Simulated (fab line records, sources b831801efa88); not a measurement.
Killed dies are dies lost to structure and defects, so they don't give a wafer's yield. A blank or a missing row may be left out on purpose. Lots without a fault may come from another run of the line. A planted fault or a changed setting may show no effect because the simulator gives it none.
A struck lot beside a sound one | flow sky130 | 15 steps out of a route of 708
Sound: wafers L868.1, L868.3, L868.6. Struck: wafer L885.2. (L885.3 of the same lot was not struck and is left out.) The cause comes at the end.
At each step with rows: each side's tool, then ch and its chambers, then its first start. Under that, the readings that differ: sound wafers | struck wafers | difference of the means | sigmas: that difference in standard deviations of wafers without a fault.
alike: readings whose means differ by less than 2 such deviations, and words and numbers that are the same on both sides. not compared: withheld readings, readings that some wafer has no value for, bounds like >300 that may hide the same value, and numbers for which the record gives no deviation and whose values overlap.
The two part at a step that has a row with sigmas, a row that says differs or no value, or rows on one side only. Numbers that don't overlap but have no deviation are shown without sigmas and don't part them. A reading that every wafer of one side lacks parts them only if that side has two wafers or more.

first, 3 steps without rows for these wafers: SKY_METAL2_EXPOSE_12 (exposes mask MM2, target cd 140 nm); SKY_METAL2_PEB_13; SKY_METAL2_DEVELOP_14 (develop time 60 s).
SKY_METAL2_CD_MEAS_15: target cd 140 nm.
  sound on cd_sem-01, day 37 03:25; struck on cd_sem-02, day 43 15:25
  alike: cd_nm
SKY_METAL2_OVL_MEAS_16:
  sound on overlay-02, day 37 03:32; struck on overlay-01, day 43 15:31
  reading         | sound    | struck | difference | sigmas
  METAL2_OVL (nm) | -3 -4 -3 | 10     | +13        | +3
SKY_METAL2_DESCUM_17: chemistry O2, time 8 s.
  sound on rie_metal-02 ch 0,1, day 37 03:35; struck on rie_metal-02 ch 0, day 43 15:34
  alike: drypump_motor_current_A, oes_product_au
  not compared: rf_hours_counter_h
SKY_METAL2_ETCH_18: etches BARC in N2/H2, stops on SiO2, time 45.9 s, target depth 60 nm.
  sound on rie_metal-02 ch 0,1, day 37 03:37; struck on rie_metal-02 ch 0, day 43 15:38
  reading               | sound             | struck | difference | sigmas
  oes_product_au (a.u.) | 0.863 0.861 0.868 | 0.848  | -0.016     | -4
  alike: drypump_motor_current_A, throttle_valve_pct
  not compared: rf_hours_counter_h
SKY_METAL2_METAL_ETCH_19: etches the open film in Cl2/BCl3, stops on SiO2, target depth 360 nm, time 78 s.
  sound on rie_metal-02 ch 0,1, day 37 03:40; struck on rie_metal-02 ch 0, day 44 02:39
  alike: drypump_motor_current_A, oes_product_au, throttle_valve_pct
  not compared: rf_hours_counter_h
SKY_METAL2_STRIP_20: strips in O2/N2.
  sound on plasma_asher-04 ch 0,1, day 37 03:46; struck on plasma_asher-04 ch 1, day 44 02:48
  reading               | sound             | struck | difference | sigmas
  oes_product_au (a.u.) | 0.341 0.344 0.340 | 0.353  | +0.011     | +2
  alike: drypump_motor_current_A, strip_time_to_endpoint_s
  not compared: rf_hours_counter_h
then, 3 steps without rows for these wafers: SKY_METAL2_STRIP_21 (strips in post etch residue remover, time 1200 s); SKY_METAL2_CLEAN_22 (cleans in IPA, time 180 s); SKY_METAL2_CLEAN_23 (cleans in O3/DIW).
SKY_VIA2_HDPCVD_00: deposits SiO2, target thk 1180 nm, time 196.7 s.
  sound on hdpcvd-01 ch 0,2, day 37 04:23; struck on hdpcvd-01 ch 1, day 44 03:53
  reading                                  | sound             | struck | difference | sigmas
  run_length_s (s)                         | 224.3 224.1 224.1 | 215.8  | -8.4       | -20
  model.SiO2_of_VIA2_HDPCVD_00.thk_nm (nm) | 1160 1186 1154    | 1105   | -62        |
SKY_VIA2_THK_MEAS_01:
  sound on film_metro-01, day 37 04:31; struck on film_metro-04, day 44 04:01
  reading              | sound          | struck | difference | sigmas
  VIA2_HDPCVD_THK (nm) | 1160 1186 1155 | 1105   | -62        | -5
SKY_VIA2_CMP_02: polishes SiO2.
  sound on cmp-01 ch 0,2,3, day 37 04:38; struck on cmp-02 ch 0, day 44 04:07
  reading             | sound          | struck | difference | sigmas
  motor_current_A (A) | 14.2 13.4 11.6 | 11.0   | -2.1       | -2

WHERE THEY PART
First at SKY_METAL2_OVL_MEAS_16; last, within this record, at SKY_VIA2_CMP_02.

WHY: what the simulator had put in
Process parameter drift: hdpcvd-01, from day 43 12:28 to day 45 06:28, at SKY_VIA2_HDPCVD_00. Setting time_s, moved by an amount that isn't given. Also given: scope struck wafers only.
